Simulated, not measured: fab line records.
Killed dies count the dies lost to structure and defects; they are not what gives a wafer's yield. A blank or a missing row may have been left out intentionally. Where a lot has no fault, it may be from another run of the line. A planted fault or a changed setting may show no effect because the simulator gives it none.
2 desks, one fault -- flow sky130 -- numbers are kept per desk, each desk with only its own; the story behind them comes last

== AT THE TOOL OWNER'S DESK: wet bench-03 ==
The tool's own readings at SKY_SONOS_TUNNEL_WET_ETCH_10 (etches SiO2 in dHF, target depth 14 nm, time 280 s): means of the sampled wafers that have a number, for each lot that ran on this tool. Any lot whose mean is over 4 standard deviations away from the usual mean is out of limits and marked OUT; that distance is given in the brackets.
Columns: A = bath heat duty pct at SKY_SONOS_TUNNEL_WET_ETCH_10, usual 6.5 %; B = run length s at SKY_SONOS_TUNNEL_WET_ETCH_10, usual 308 s
lot,first seen here,A,B
L362,day 11 05:57,6.4,312
L363,day 11 16:26,6.1,307
L364,day 11 23:13,7.2,313
L365,day 12 09:21,5.8,306
L368,day 13 03:50,6.6,306
L375,day 15 16:46,5.7,314
L376,day 16 00:25,6.1,307
This desk's finding: nothing out of limits on any of the 7 lots.

== AT THE METROLOGY DESK ==
What the gauges read for every lot (on any tool): the sampled wafers with a number, averaged. Any lot whose mean is over 4 standard deviations away from the usual mean is out of limits and marked OUT; that distance is given in the brackets.
Columns: A = cd nm at SKY_SONOS_ONO_CD_MEAS_13, usual 409.6 nm; B = CONTACT_OVL at SKY_CONTACT_OVL_MEAS_15, usual -5 nm
lot,first seen here,A,B
L362,day 12 12:07,408.7,-10
L363,day 12 21:10,408.9,-7
L364,day 13 07:01,412.2,-11
L365,day 13 20:43,408.9,-10
L366,day 14 00:43,408.9,-2
L367,day 14 08:50,408.3,-6
L368,day 14 10:07,408.7,-2
L375,day 17 00:49,409.3,-5
L376,day 17 12:13,408.0,-7
L377,day 17 13:09,410.0,3
L378,day 18 02:05,408.5,-9
L383,day 19 15:37,408.0,-4
This desk's finding: nothing out of limits on any of the 12 lots.

== BROUGHT TOGETHER ==
The tool owner's desk saw nothing out of limits.
Metrology desk: nothing out of limits seen.

== WHAT THE SIMULATOR PUT IN ==
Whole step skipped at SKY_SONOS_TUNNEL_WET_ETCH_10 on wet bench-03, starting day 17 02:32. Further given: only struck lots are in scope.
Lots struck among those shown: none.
